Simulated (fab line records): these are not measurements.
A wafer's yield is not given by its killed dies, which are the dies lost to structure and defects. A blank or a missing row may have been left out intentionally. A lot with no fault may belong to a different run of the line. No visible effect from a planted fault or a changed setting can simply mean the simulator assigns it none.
Matching of chambers	flow sky130	rieDiel-03 running SKY_LI_CONTACT_ETCH_15: 4 sister chambers
The step etches PSG in C4F8/O2/Ar, stops on Si, target depth 600 nm. 7 wafers are shown with their chamber, then 9 later ones without.

## WAFERS, EACH WITH ITS CHAMBER
wafer	chamber	oesProductAu (a.u.)	rfFwdPowerW (W)
L082.4	0	0.846	1484
L082.6	2	0.834	1492
L086.3	0	0.841	1496
L086.5	3	0.834	1495
L088.1	1	0.838	1495
L088.4	2	0.838	1502
L088.6	1	0.843	1489

## WAFERS WITHOUT THEIR CHAMBER
wafer	oesProductAu (a.u.)	rfFwdPowerW (W)
L089.1	0.833	1487
L089.3	0.835	1493
L089.6	0.833	1490
L091.1	0.841	1488
L091.2	0.839	1499
L091.4	0.835	1494
L093.2	0.842	1490
L093.3	0.841	1491
L093.4	0.838	1492

## CHAMBER TAKEN BY EACH
wafer	from the rows above	in truth
L089.1	can't be placed: 3 or 2 or 1 or 0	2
L089.3	can't be placed: 3 or 2 or 1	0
L089.6	can't be placed: 3 or 2 or 1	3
L091.1	can't be placed: 1 or 0 or 2 or 3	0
L091.2	can't be placed: 2 or 1 or 3 or 0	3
L091.4	can't be placed: 3 or 2 or 1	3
L093.2	can't be placed: 0 or 1 or 2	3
L093.3	can't be placed: 1 or 0 or 2 or 3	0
L093.4	can't be placed: 1 or 2 or 3 or 0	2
0 of 9 placed correctly. Not placeable from these rows: 9 (in 7, the candidates include the true chamber). Placed wrongly: 0.
How it was worked out, from the rows above alone: a wafer's distance from a chamber is the root of the sum, over the readings, of the square of ((its reading less the chamber's mean) divided by the reading's scatter). The wafer belongs to the nearest chamber; if the next one is less than 2 further off, it can't be placed. For every chamber, the mean is computed from those of its wafers that are shown. The scatter is the square root of a quotient: the sum, over the shown wafers, of each reading's squared deviation from its chamber's mean, divided by wafers minus chambers.
